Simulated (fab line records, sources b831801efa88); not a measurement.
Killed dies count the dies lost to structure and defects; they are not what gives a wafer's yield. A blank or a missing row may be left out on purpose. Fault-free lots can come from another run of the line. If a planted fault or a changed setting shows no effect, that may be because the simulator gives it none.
Which tool did it? + flow sky130 + 13 lots, 39 wafers sampled, at 6 steps of a route of 708

## WHAT THE GAUGES SHOWED, per wafer
SKY_LDD_HVN_OVL_MEAS_07.
| lot  | measured     | on         | LDD_HVN_OVL (nm) |
|------|--------------|------------|------------------|
| L462 | day 20 09:00 | overlay-01 | 0.5 1.7 1.0      |
| L463 | day 20 23:29 | overlay-01 | 1.0 -0.2 1.6     |
| L464 | day 21 08:53 | overlay-01 | 0.7 0.8 0.3      |
| L465 | day 21 11:31 | overlay-02 | 3.6 2.8 3.2      |
| L466 | day 22 13:19 | overlay-02 | -2.4 -1.8 -1.5   |
| L469 | day 23 14:16 | overlay-02 | 0.0 -0.5 -2.5    |
| L470 | day 23 16:31 | overlay-02 | - - -            |
| L471 | day 24 11:20 | overlay-02 | 1.4 1.4 1.0      |
| L480 | day 27 09:52 | overlay-01 | -1.3 0.4 -0.4    |
| L481 | day 27 17:14 | overlay-01 | 1.5 -2.3 0.5     |
| L482 | day 27 20:08 | overlay-02 | 1.3 -0.3 1.0     |
| L483 | day 28 00:47 | overlay-01 | -1.1 0.3 0.7     |
| L484 | day 28 10:34 | overlay-02 | 2.4 1.5 -0.9     |

SKY_LDD_HVN_TW_MEAS_10.
| lot  | measured     | on            | LDD_HVN_TW     |
|------|--------------|---------------|----------------|
| L462 | day 20 09:17 | film metro-01 | 1460 1451 1457 |
| L463 | day 20 23:46 | film metro-03 | 1436 1440 1438 |
| L464 | day 21 09:11 | film metro-03 | 1441 1439 1425 |
| L465 | day 21 11:49 | film metro-03 | 1437 1442 1437 |
| L466 | day 22 13:37 | film metro-03 | 1441 1442 1448 |
| L469 | day 23 14:34 | film metro-02 | 1427 1432 1436 |
| L470 | day 23 16:49 | film metro-02 | 30 30 30       |
| L471 | day 24 11:37 | film metro-01 | 1454 1454 1452 |
| L480 | day 27 10:09 | film metro-02 | 1415 1428 1425 |
| L481 | day 27 17:32 | film metro-01 | 1441 1439 1437 |
| L482 | day 27 20:25 | film metro-02 | 1429 1427 1439 |
| L483 | day 28 01:05 | film metro-02 | 1427 1431 1432 |
| L484 | day 28 10:52 | film metro-03 | 1421 1430 1430 |

SKY_LDD_HVP_TW_MEAS_10.
| lot  | measured     | on            | LDD_HVP_TW     |
|------|--------------|---------------|----------------|
| L462 | day 21 16:19 | film metro-01 | 460 456 456    |
| L463 | day 22 06:29 | film metro-04 | 452 452 452    |
| L464 | day 22 15:54 | film metro-01 | 458 460 457    |
| L465 | day 22 18:21 | film metro-02 | 454 453 452    |
| L466 | day 23 20:22 | film metro-04 | 452 452 454    |
| L469 | day 24 20:22 | film metro-01 | 459 461 461    |
| L470 | day 24 23:19 | film metro-04 | 1439 1430 1436 |
| L471 | day 25 17:18 | film metro-04 | 450 451 450    |
| L480 | day 28 15:00 | film metro-01 | 459 458 460    |
| L481 | day 28 22:16 | film metro-04 | 453 453 455    |
| L482 | day 29 00:36 | film metro-04 | 451 449 449    |
| L483 | day 29 05:28 | film metro-02 | 459 458 458    |
| L484 | day 29 15:22 | film metro-01 | 460 459 460    |

SKY_CONTACT_CD_MEAS_14: target cd 170 nm.
| lot  | measured     | on        | cd nm (nm)        |
|------|--------------|-----------|-------------------|
| L462 | day 31 13:49 | cd sem-01 | 171.7 173.3 172.5 |
| L463 | day 32 02:25 | cd sem-01 | 169.3 170.3 169.1 |
| L464 | day 32 12:08 | cd sem-01 | 168.2 166.4 167.2 |
| L465 | day 32 13:05 | cd sem-02 | 168.5 167.8 169.8 |
| L466 | day 33 14:47 | cd sem-01 | 170.3 169.0 169.9 |
| L469 | day 34 09:41 | cd sem-01 | 173.0 172.1 172.4 |
| L470 | day 34 15:02 | cd sem-01 | 167.5 169.7 171.7 |
| L471 | day 35 07:55 | cd sem-01 | 169.2 167.6 168.8 |
| L480 | day 37 23:19 | cd sem-02 | 169.8 170.1 168.7 |
| L481 | day 38 03:22 | cd sem-01 | 169.5 168.0 168.0 |
| L482 | day 38 04:37 | cd sem-02 | 171.9 169.1 168.9 |
| L483 | day 38 10:08 | cd sem-02 | 170.1 169.5 168.4 |
| L484 | day 38 22:56 | cd sem-01 | 171.9 172.4 172.1 |

## TOOL THAT RAN EACH LOT (tool first, then ch and the chambers of the sampled wafers, then the start)
| lot  | SKY_LDD_HVN_EXPOSE_04               | SKY_LI_CONTACT_CVD_21         |
|------|-------------------------------------|-------------------------------|
| L462 | iline stepper-02 ch 0, day 19 17:26 | cvd w-01 ch 0,1, day 29 05:38 |
| L463 | iline stepper-01 ch 0, day 20 08:38 | cvd w-02 ch 0,1, day 29 17:46 |
| L464 | iline stepper-01 ch 0, day 20 17:47 | cvd w-01 ch 0,1, day 30 03:46 |
| L465 | iline stepper-02 ch 0, day 20 20:55 | cvd w-01 ch 0,1, day 30 04:53 |
| L466 | iline stepper-01 ch 0, day 21 22:16 | cvd w-01 ch 0, day 31 06:46   |
| L469 | iline stepper-01 ch 0, day 22 23:05 | cvd w-02 ch 0, day 32 02:46   |
| L470 | iline stepper-01 ch 0, day 23 01:35 | cvd w-01 ch 0,1, day 32 06:59 |
| L471 | iline stepper-02 ch 0, day 23 20:47 | cvd w-01 ch 0,1, day 32 23:18 |
| L480 | iline stepper-01 ch 0, day 26 19:53 | cvd w-02 ch 0,1, day 35 16:28 |
| L481 | iline stepper-02 ch 0, day 27 02:52 | cvd w-01 ch 0,1, day 35 21:02 |
| L482 | iline stepper-02 ch 0, day 27 06:07 | cvd w-02 ch 0,1, day 35 23:29 |
| L483 | iline stepper-01 ch 0, day 27 10:34 | cvd w-02 ch 0,1, day 36 04:09 |
| L484 | iline stepper-02 ch 0, day 27 20:45 | cvd w-01 ch 1, day 36 17:05   |
- SKY_LDD_HVN_EXPOSE_04: exposes mask HVNTM, target cd 700 nm.
- SKY_LI_CONTACT_CVD_21: deposits W, target thk 400 nm, time 120.56 s.

## WHAT THE TOOLS THEMSELVES READ (means of the sampled wafers that have a number; where no wafer has one, the mark that the record gives instead)
SKY_LI_CONTACT_CVD_21.
| lot  | tool     | chamber pressure Torr (Torr) | heater power outer w (W) | heater power w (W) |
|------|----------|------------------------------|--------------------------|--------------------|
| L462 | cvd w-01 | 39.86                        | 508                      | 857                |
| L463 | cvd w-02 | 39.94                        | 610                      | 1032               |
| L464 | cvd w-01 | 40.00                        | 518                      | 892                |
| L465 | cvd w-01 | 39.98                        | 518                      | 897                |
| L466 | cvd w-01 | 39.91                        | 497                      | 807                |
| L469 | cvd w-02 | 39.86                        | 611                      | 953                |
| L470 | cvd w-01 | 39.97                        | 511                      | 894                |
| L471 | cvd w-01 | 39.97                        | 511                      | 903                |
| L480 | cvd w-02 | 39.97                        | 613                      | 1029               |
| L481 | cvd w-01 | 39.97                        | 510                      | 843                |
| L482 | cvd w-02 | 39.96                        | 618                      | 1020               |
| L483 | cvd w-02 | 40.02                        | 625                      | 1004               |
| L484 | cvd w-01 | 39.94                        | 527                      | 940                |

## THE ANSWER, worked out from the rows above alone
Rule: the lots themselves supply what counts as usual. The widest of any qualifying gaps counts: lots, ordered by their means at a reading, are off when they make up no more than a third of the lots, leave a main group of 4 or more, and stand apart from it by 3 or more times the standard deviation of that group's means. A main group whose means are all the same, to the digits that the tables above print for the reading, isn't used. Also off: a lot with no number at a reading for which 4 or more lots have one. All remaining lots with rows at the step are treated as sound. Order of review: gauges by route order, followed by the tools' own readings, for which a lot's mean as printed above is used. At the first step where some lot is off, the reading lying furthest off is the one used; lots without a number count as furthest.
Off: L470, at SKY_LDD_HVN_OVL_MEAS_07 (LDD_HVN_OVL). Without a number there: L470. Mean 0.4 nm and standard deviation 1.2 in the main group.
If a tool, at a process step before that reading, ran all the lots that are off and no sound lot after the first of them, it fits. Not tried: the gauges at SKY_LDD_HVN_OVL_MEAS_07; whatever is off there is also off at SKY_LDD_HVN_TW_MEAS_10, on other tools, and gauge error can't account for it. No candidate that was tried fits.

## WHAT THE SIMULATOR HAD PUT IN
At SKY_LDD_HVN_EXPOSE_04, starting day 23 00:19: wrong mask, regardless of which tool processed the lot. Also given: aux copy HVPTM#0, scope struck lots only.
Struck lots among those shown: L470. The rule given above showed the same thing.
